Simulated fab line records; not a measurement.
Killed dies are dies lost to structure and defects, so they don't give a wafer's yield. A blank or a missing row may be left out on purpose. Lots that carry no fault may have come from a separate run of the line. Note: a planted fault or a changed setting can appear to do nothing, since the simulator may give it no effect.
The tool behind it: which one? ; flow gf180mcu ; Sampling: 7 lots, 19 wafers, 2 of 602 route steps

## WHAT THE GAUGES SHOWED, per wafer
GF_DUAL_GATE_THK_MEAS_03.
lot;measured;on;DUAL_GATE_OXIDATION_00_THK (nm)
L378;day 7 20:32;film-metro-01;10.97 11.10 11.08
L382;day 9 01:05;film-metro-01;10.70 10.74 10.85
L384;day 9 13:58;film-metro-03;10.91 10.85 11.16
L391;day 11 17:05;film-metro-01;11.04 10.74
L393;day 12 04:00;film-metro-02;10.83 10.65
L396;day 13 07:20;film-metro-01;10.48 10.78 10.54
L400;day 14 06:22;film-metro-02;10.75 10.75 10.69

## WHICH TOOL RAN EACH LOT (tool, then ch and the chambers of the sampled wafers, then the start)
lot;GF_VT_IMPLANT_STRIP_42
L378;plasma-asher-03 ch 0,1, day 7 18:07
L382;plasma-asher-01 ch 0,1, day 8 22:36
L384;plasma-asher-01 ch 0,1, day 9 11:10
L391;plasma-asher-01 ch 0, day 11 14:15
L393;plasma-asher-03 ch 0, day 12 00:22
L396;plasma-asher-03 ch 0,1, day 12 23:20
L400;plasma-asher-01 ch 0,1, day 13 23:23
- GF_VT_IMPLANT_STRIP_42: strips in O2/N2.

## THE ANSWER, worked out from the rows above alone
Rule: what is usual is taken from the lots themselves. The widest of any qualifying gaps counts: lots, ordered by their means at a reading, are off when they make up no more than a third of the lots, leave a main group of 4 or more, and stand apart from it by 3 or more times the standard deviation of that group's means. A main group is skipped when, at the precision printed for the reading in the tables above, its means are all equal. Also off: a lot with no number at a reading for which 4 or more lots have one. Where the step has rows for the other lots, those lots are counted as sound.
No lot is off at any reading shown: from this, nothing can be told.

## WHAT THE SIMULATOR HAD INSERTED
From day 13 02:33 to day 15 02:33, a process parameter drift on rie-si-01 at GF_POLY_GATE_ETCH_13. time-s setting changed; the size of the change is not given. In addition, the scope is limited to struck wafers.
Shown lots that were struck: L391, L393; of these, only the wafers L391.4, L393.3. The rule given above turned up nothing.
